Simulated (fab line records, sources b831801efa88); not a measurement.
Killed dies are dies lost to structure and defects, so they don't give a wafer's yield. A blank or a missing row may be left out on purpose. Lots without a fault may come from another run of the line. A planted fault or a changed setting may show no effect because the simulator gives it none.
A struck lot beside a sound one | flow gf180mcu | 15 steps out of a route of 602
Sound: wafers L420.2, L420.5, L420.6. Struck: wafer L432.3. (L432.2 of the same lot was not struck and is left out.) The cause comes at the end.
At each step with rows: each side's tool, then ch and its chambers, then its first start. Under that, the readings that differ: sound wafers | struck wafers | difference of the means | sigmas: that difference in standard deviations of wafers without a fault.
alike: readings whose means differ by less than 2 such deviations, and words and numbers that are the same on both sides. not compared: withheld readings, readings that some wafer has no value for, bounds like >300 that may hide the same value, and numbers for which the record gives no deviation and whose values overlap.
The two part at a step that has a row with sigmas, a row that says differs or no value, or rows on one side only. Numbers that don't overlap but have no deviation are shown without sigmas and don't part them. A reading that every wafer of one side lacks parts them only if that side has two wafers or more.

first, 4 steps without rows for these wafers: GF_V4_SOFTBAKE_10 (time 60 s); GF_V4_EXPOSE_11 (exposes mask Via4, target cd 260 nm); GF_V4_PEB_12 (peb time 90 s); GF_V4_DEVELOP_13 (develop time 60 s).
GF_V4_CD_MEAS_14: target cd 260 nm.
  sound on cd_sem-01, day 24 02:55; struck on cd_sem-01, day 28 13:31
  alike: cd_nm
GF_V4_OVL_MEAS_15:
  sound on overlay-01, day 24 03:01; struck on overlay-02, day 28 13:38
  reading     | sound   | struck | difference | sigmas
  V4_OVL (nm) | 15 9 11 | 0      | -12        | -2
GF_V4_ETCH_16: etches BARC in N2/H2.
  sound on rie_diel-04 ch 0,2,3, day 24 03:02; struck on rie_diel-04 ch 2, day 28 13:40
  alike: chamber_pressure_mTorr, drypump_motor_current_A, oes_product_au, throttle_valve_pct
GF_V4_ETCH_17: etches SiO2 in C4F8/O2/Ar, stops on TiN, target depth 630 nm.
  sound on rie_diel-04 ch 0,2,3; struck on rie_diel-04 ch 2
  alike: chamber_pressure_mTorr, oes_product_au
GF_V4_STRIP_18: strips in O2/N2.
  sound on plasma_asher-04 ch 0,1, day 24 03:10; struck on plasma_asher-01 ch 1, day 28 13:47
  alike: chamber_pressure_mTorr, drypump_motor_current_A, heater_power_w, oes_product_au
  not compared: rf_hours_counter_h
then, 2 steps without rows for these wafers: GF_V4_STRIP_19 (strips in post etch residue remover, time 1200 s); GF_V4_CLEAN_20 (cleans in DIW).
GF_V4_SPUTTER_21: material Ti, target thk 15 nm, time 80.02 s.
  sound on pvd_sputter-02, day 24 03:42; struck on pvd_sputter-02, day 28 14:19
  alike: throttle_valve_pct
GF_V4_SPUTTER_22: material TiN, target thk 10 nm, time 40 s.
  sound on pvd_sputter-02, day 24 03:46; struck on pvd_sputter-02, day 28 14:23
  reading                                | sound             | struck | difference | sigmas
  model.TiN_of_V4_SPUTTER_22.thk_nm (nm) | 9.918 10.02 9.937 | 14.2   | +4.2       |
  alike: throttle_valve_pct
GF_V4_CVD_23: deposits W, target thk 350 nm, time 104.9 s.
  sound on cvd_w-02 ch 0, day 24 03:50; struck on cvd_w-01 ch 1, day 28 14:29
  reading                  | sound       | struck | difference | sigmas
  heater_power_outer_w (W) | 529 534 533 | 605    | +73        | +2
  heater_power_w (W)       | 882 861 883 | 1025   | +150       | +2
  not compared: since_wet_clean_h
GF_PASSIVATION_PROBE_99:
  the record has rows for the sound wafers here (prober-02, day 28 19:47) and none for the struck ones

WHERE THEY PART
First at GF_V4_OVL_MEAS_15; last, within this record, at GF_PASSIVATION_PROBE_99.

WHY: what the simulator had put in
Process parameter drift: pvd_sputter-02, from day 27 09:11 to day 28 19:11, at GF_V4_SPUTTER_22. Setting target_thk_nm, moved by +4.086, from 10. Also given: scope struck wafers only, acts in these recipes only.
